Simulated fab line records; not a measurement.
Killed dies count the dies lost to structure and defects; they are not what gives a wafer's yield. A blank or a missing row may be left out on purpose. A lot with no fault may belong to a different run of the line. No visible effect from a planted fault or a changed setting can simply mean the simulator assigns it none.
What tool caused it? :: flow sky130 :: 13 lots with 39 wafers sampled at 2 steps, on a route of 708 steps

== WHAT THE GAUGES SHOWED, per wafer ==
SKY_METAL2_THK_MEAS_06: measures by xrf.
lot: L272
measured: day 34 18:41
on: film_metro-03
METAL2_ALCU_THK (nm): 251.4 251.3 251.8

lot: L273
measured: day 35 02:19
on: film_metro-01
METAL2_ALCU_THK (nm): 254.5 250.4 254.5

lot: L274
measured: day 35 12:47
on: film_metro-04
METAL2_ALCU_THK (nm): 252.7 247.2 248.2

lot: L281
measured: day 37 17:58
on: film_metro-04
METAL2_ALCU_THK (nm): 250.8 251.0 260.0

lot: L285
measured: day 38 19:25
on: film_metro-01
METAL2_ALCU_THK (nm): 252.7 250.5 252.5

lot: L286
measured: day 39 01:45
on: film_metro-04
METAL2_ALCU_THK (nm): 251.9 256.7 254.9

lot: L288
measured: day 39 16:00
on: film_metro-04
METAL2_ALCU_THK (nm): 250.4 252.2 252.0

lot: L290
measured: day 41 12:38
on: film_metro-03
METAL2_ALCU_THK (nm): 251.5 251.7 250.3

lot: L291
measured: day 40 13:56
on: film_metro-01
METAL2_ALCU_THK (nm): 250.9 248.9 249.2

lot: L293
measured: day 41 03:59
on: film_metro-04
METAL2_ALCU_THK (nm): 249.6 250.9 254.5

lot: L292
measured: day 41 09:17
on: film_metro-01
METAL2_ALCU_THK (nm): 251.4 250.4 248.7

lot: L294
measured: day 41 10:52
on: film_metro-04
METAL2_ALCU_THK (nm): 253.5 254.4 251.6

lot: L295
measured: day 41 17:57
on: film_metro-04
METAL2_ALCU_THK (nm): 253.3 250.5 252.5

== WHAT TOOL EACH LOT RAN ON (gives the tool, then ch and the chambers of the sampled wafers, and finally the start) ==
lot: L272
SKY_METAL2_SPUTTER_04: pvd_sputter-02, day 34 18:30

lot: L273
SKY_METAL2_SPUTTER_04: pvd_sputter-04, day 35 02:08

lot: L274
SKY_METAL2_SPUTTER_04: pvd_sputter-04, day 35 12:37

lot: L281
SKY_METAL2_SPUTTER_04: pvd_sputter-04, day 37 17:47

lot: L285
SKY_METAL2_SPUTTER_04: pvd_sputter-02, day 38 19:14

lot: L286
SKY_METAL2_SPUTTER_04: pvd_sputter-02, day 39 01:35

lot: L288
SKY_METAL2_SPUTTER_04: pvd_sputter-02, day 39 15:50

lot: L290
SKY_METAL2_SPUTTER_04: pvd_sputter-04, day 40 06:23

lot: L291
SKY_METAL2_SPUTTER_04: pvd_sputter-02, day 40 13:44

lot: L293
SKY_METAL2_SPUTTER_04: pvd_sputter-01, day 41 03:49

lot: L292
SKY_METAL2_SPUTTER_04: pvd_sputter-02, day 41 09:07

lot: L294
SKY_METAL2_SPUTTER_04: pvd_sputter-02, day 41 10:41

lot: L295
SKY_METAL2_SPUTTER_04: pvd_sputter-02, day 41 17:46
- SKY_METAL2_SPUTTER_04: material TiN, target thk 70 nm, time 58.3 s.

== AS READ BY THE TOOLS THEMSELVES (means over the sampled wafers that have a number; for cases with no such wafer, the mark the record gives instead) ==
SKY_METAL2_SPUTTER_04.
lot: L272
tool: pvd_sputter-02
throttle_valve_pct (%): 29.6

lot: L273
tool: pvd_sputter-04
throttle_valve_pct (%): 30.3

lot: L274
tool: pvd_sputter-04
throttle_valve_pct (%): 30.2

lot: L281
tool: pvd_sputter-04
throttle_valve_pct (%): 30.7

lot: L285
tool: pvd_sputter-02
throttle_valve_pct (%): 29.6

lot: L286
tool: pvd_sputter-02
throttle_valve_pct (%): 29.3

lot: L288
tool: pvd_sputter-02
throttle_valve_pct (%): 29.4

lot: L290
tool: pvd_sputter-04
throttle_valve_pct (%): 30.2

lot: L291
tool: pvd_sputter-02
throttle_valve_pct (%): 30.0

lot: L293
tool: pvd_sputter-01
throttle_valve_pct (%): 30.0

lot: L292
tool: pvd_sputter-02
throttle_valve_pct (%): 29.3

lot: L294
tool: pvd_sputter-02
throttle_valve_pct (%): 28.6

lot: L295
tool: pvd_sputter-02
throttle_valve_pct (%): 28.9

== THE ANSWER, worked out from the rows above alone ==
Rule: the lots themselves supply what counts as usual. Put in order of their means at a reading, lots are off if they are a third of the lots or fewer, leave a main group of 4 or more, and stand apart from it by a gap of 3 or more times the standard deviation of the main group's means; of several such gaps the widest counts. Not used: any main group whose means are identical at the precision the tables above print for the reading. Also off: a lot with no number at a reading for which 4 or more lots have one. The other lots that the step has rows for count as sound. The gauges are gone through in route order, then the tools' own readings, and for those a lot's mean is taken as printed above. At the first step where some lot is off, the reading lying furthest off is the one used; lots without a number count as furthest.
No lot is off at any reading shown: from this, nothing can be told.

== WHAT THE SIMULATOR HAD INSERTED ==
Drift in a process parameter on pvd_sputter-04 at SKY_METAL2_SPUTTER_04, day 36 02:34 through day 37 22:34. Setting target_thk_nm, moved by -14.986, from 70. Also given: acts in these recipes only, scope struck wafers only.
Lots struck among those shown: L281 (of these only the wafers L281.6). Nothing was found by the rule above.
